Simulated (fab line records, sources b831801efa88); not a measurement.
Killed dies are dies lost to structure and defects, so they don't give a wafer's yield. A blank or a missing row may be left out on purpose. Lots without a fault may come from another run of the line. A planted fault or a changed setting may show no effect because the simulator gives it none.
Which tool did it? | flow sky130 | 12 lots, 36 wafers sampled, at 2 steps of a route of 708

WHAT THE GAUGES READ, wafer by wafer
SKY_SD_N_TW_MEAS_12.
lot  | measured     | on            | SD_N_TW
L075 | day 28 14:41 | film_metro-01 | 3957 3968 3957
L077 | day 29 00:20 | film_metro-01 | 3951 3943 3963
L079 | day 29 18:31 | film_metro-04 | 3992 3966 3989
L081 | day 30 15:09 | film_metro-01 | 3957 3954 3938
L083 | day 30 22:53 | film_metro-01 | 3942 3971 3931
L085 | day 31 14:14 | film_metro-01 | 3949 3958 3965
L087 | day 32 04:54 | film_metro-01 | 3964 3980 3970
L089 | day 33 05:28 | film_metro-04 | 3965 4009 3983
L091 | day 33 12:29 | film_metro-04 | 3980 3995 3970
L093 | day 34 09:05 | film_metro-03 | 4006 3989 4024
L095 | day 34 16:29 | film_metro-01 | 3934 3934 3963
L097 | day 35 09:08 | film_metro-01 | 3989 3959 3967

WHICH TOOL RAN EACH LOT (tool, then ch and the chambers of the sampled wafers, then the start)
lot  | SKY_RES_XHIGH_STRIP_08
L075 | plasma_asher-04 ch 0,1, day 27 09:20
L077 | plasma_asher-02 ch 0,1, day 27 19:34
L079 | plasma_asher-02 ch 0,1, day 28 14:10
L081 | plasma_asher-02 ch 0,1, day 29 10:47
L083 | plasma_asher-02 ch 0,1, day 29 19:22
L085 | plasma_asher-02 ch 0,1, day 30 10:35
L087 | plasma_asher-02 ch 0,1, day 31 00:56
L089 | plasma_asher-02 ch 0,1, day 32 03:01
L091 | plasma_asher-02 ch 0,1, day 32 08:34
L093 | plasma_asher-02 ch 0,1, day 33 06:35
L095 | plasma_asher-04 ch 0,1, day 33 13:20
L097 | plasma_asher-01 ch 0,1, day 34 06:26
- SKY_RES_XHIGH_STRIP_08: strips in O2/N2.

THE ANSWER, worked out from the rows above alone
Rule: what is usual is taken from the lots themselves. Put in order of their means at a reading, lots are off if they are a third of the lots or fewer, leave a main group of 4 or more, and stand apart from it by a gap of 3 or more times the standard deviation of the main group's means; of several such gaps the widest counts. A main group whose means are all the same, to the digits that the tables above print for the reading, isn't used. A lot without any number at a reading at which 4 lots or more have one is off too. The other lots that the step has rows for count as sound.
No lot is off at any reading shown: from this, nothing can be told.

WHAT THE SIMULATOR HAD PUT IN
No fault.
